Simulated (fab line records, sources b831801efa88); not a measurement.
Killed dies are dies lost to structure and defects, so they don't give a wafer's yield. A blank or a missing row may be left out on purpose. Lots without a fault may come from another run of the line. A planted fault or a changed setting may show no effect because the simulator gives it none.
A struck lot beside a sound one | flow sfq_line | 20 steps out of a route of 325
Sound: wafers L692.1, L692.4, L692.5. Struck: wafer L706.5. (L706.2, L706.4 of the same lot were not struck and are left out.) The cause comes at the end.
At each step with rows: each side's tool, then ch and its chambers, then its first start. Under that, the readings that differ: sound wafers | struck wafers | difference of the means | sigmas: that difference in standard deviations of wafers without a fault.
alike: readings whose means differ by less than 2 such deviations, and words and numbers that are the same on both sides. not compared: withheld readings, readings that some wafer has no value for, bounds like >300 that may hide the same value, and numbers for which the record gives no deviation and whose values overlap.
The two part at a step that has a row with sigmas, a row that says differs or no value, or rows on one side only. Numbers that don't overlap but have no deviation are shown without sigmas and don't part them. A reading that every wafer of one side lacks parts them only if that side has two wafers or more.

first, 3 steps without rows for these wafers: SFQ_TRILAYER_I6_VIA_LITHO_EXPOSE_170 (exposes mask I6, target cd 700 nm); SFQ_TRILAYER_I6_VIA_LITHO_PEB_172 (peb time 60 s); SFQ_TRILAYER_I6_VIA_LITHO_DEVELOP_171 (time 60 s).
SFQ_I6_OVL_MEAS_942:
  sound on overlay-02, day 62 21:31; struck on overlay-01, day 66 22:46
  reading     | sound | struck | difference | sigmas
  I6_OVL (nm) | 2 6 3 | -7     | -11        | -2
SFQ_TRILAYER_I6_VIA_BARC_OPEN_VIA_ETCH_235: etches BARC in O2, target depth 125 nm, time 41.7 s.
  sound on rie_diel-02 ch 0,1,2, day 62 21:33; struck on rie_diel-04 ch 2, day 66 22:48
  reading                     | sound       | struck | difference | sigmas
  drypump_motor_current_A (A) | 5.5 5.8 5.6 | 6.7    | +1.1       | +2
  alike: oes_product_au
  not compared: rf_hours_counter_h
SFQ_TRILAYER_I6_VIA_ETCH_VIA_ETCH_172: etches SiO2 in CHF3, stops on Nb, target depth 260 nm.
  sound on rie_diel-02 ch 0,1,2, day 62 21:35; struck on rie_diel-04 ch 2, day 66 22:50
  reading                     | sound       | struck | difference | sigmas
  drypump_motor_current_A (A) | 5.5 5.8 5.6 | 6.7    | +1.1       | +2
  alike: oes_product_au
SFQ_TRILAYER_I6_VIA_STRIP_STRIP_173: strips in O2.
  sound on rie_metal-01 ch 0,1, day 62 21:42; struck on rie_metal-01 ch 1, day 66 22:58
  alike: drypump_motor_current_A, he_backside_leak_sccm, oes_product_au
  not compared: rf_hours_counter_h
then, 2 steps without rows for these wafers: SFQ_TRILAYER_I6_VIA_STRIP_SOLV_CLEAN_174 (cleans in NMP, time 600 s); SFQ_TRILAYER_M7_DEP_PRE_CLEAN_176 (time 22.5 s).
SFQ_TRILAYER_M7_DEP_SPUTTER_175: material Nb, target thk 200 nm, time 133.3 s.
  sound on pvd_sputter-05, day 62 22:31; struck on pvd_sputter-05, day 66 23:47
  alike: throttle_valve_pct
SFQ_M7_RS_MEAS_943: measures by four-point-probe.
  sound on film_metro-02, day 62 22:36; struck on film_metro-01, day 66 23:53
  alike: M7_NB_RS
SFQ_TRILAYER_M7_LITHO_COAT_182: resist thk 62 nm.
  sound on litho_track-04 ch 0, day 62 22:47; struck on litho_track-01 ch 0, day 67 00:06
  reading                                              | sound             | struck | difference | sigmas
  model.BARC_of_TRILAYER_M7_LITHO_COAT_182.thk_nm (nm) | 61.82 61.82 61.78 | 70.99  | +9.18      |
then, 5 steps without rows for these wafers: SFQ_TRILAYER_M7_LITHO_COAT_177 (resist thk 600 nm); SFQ_TRILAYER_M7_LITHO_SOFTBAKE_181; SFQ_TRILAYER_M7_LITHO_EXPOSE_178 (exposes mask M7, target cd 500 nm); SFQ_TRILAYER_M7_LITHO_PEB_180 (peb time 60 s); SFQ_TRILAYER_M7_LITHO_DEVELOP_179 (time 60 s).
-- the record jumps here: 4 days lie between the struck wafers' starts before and after --
SFQ_M7_OVL_MEAS_945:
  sound on overlay-01, day 63 02:38; struck on overlay-02, day 71 04:24
  alike: M7_OVL
SFQ_TRILAYER_M7_BARC_OPEN_METAL_ETCH_229: etches BARC in O2, target depth 125 nm, time 41.7 s.
  sound on rie_metal-04 ch 0, day 63 02:40; struck on rie_metal-03 ch 1, day 71 04:26
  reading                      | sound             | struck | difference | sigmas
  drypump_motor_current_A (A)  | 5.83 5.82 5.83    | 6.58   | +0.75      | +3
  he_backside_leak_sccm (sccm) | 3.4 5.5 3.5       | 3.3    | -0.8       | -2
  oes_product_au (a.u.)        | 0.684 0.685 0.687 | 0.723  | +0.038     | +8
  model.etch.depth_nm (nm)     | 61.82 61.82 61.78 | 70.99  | +9.18      |
  not compared: rf_hours_counter_h
SFQ_TRILAYER_M7_ETCH_METAL_ETCH_180: etches Nb in Cl2/Ar, stops on SiO2, target depth 240 nm, time 120 s.
  sound on rie_metal-04 ch 0, day 63 02:43; struck on rie_metal-03 ch 1, day 71 04:29
  reading                     | sound             | struck | difference | sigmas
  drypump_motor_current_A (A) | 5.83 5.83 5.81    | 6.59   | +0.77      | +3
  oes_product_au (a.u.)       | 0.881 0.885 0.886 | 0.904  | +0.020     | +2
  alike: he_backside_leak_sccm
  not compared: rf_hours_counter_h

WHERE THEY PART
First at SFQ_I6_OVL_MEAS_942; last, within this record, at SFQ_TRILAYER_M7_ETCH_METAL_ETCH_180.

WHY: what the simulator had put in
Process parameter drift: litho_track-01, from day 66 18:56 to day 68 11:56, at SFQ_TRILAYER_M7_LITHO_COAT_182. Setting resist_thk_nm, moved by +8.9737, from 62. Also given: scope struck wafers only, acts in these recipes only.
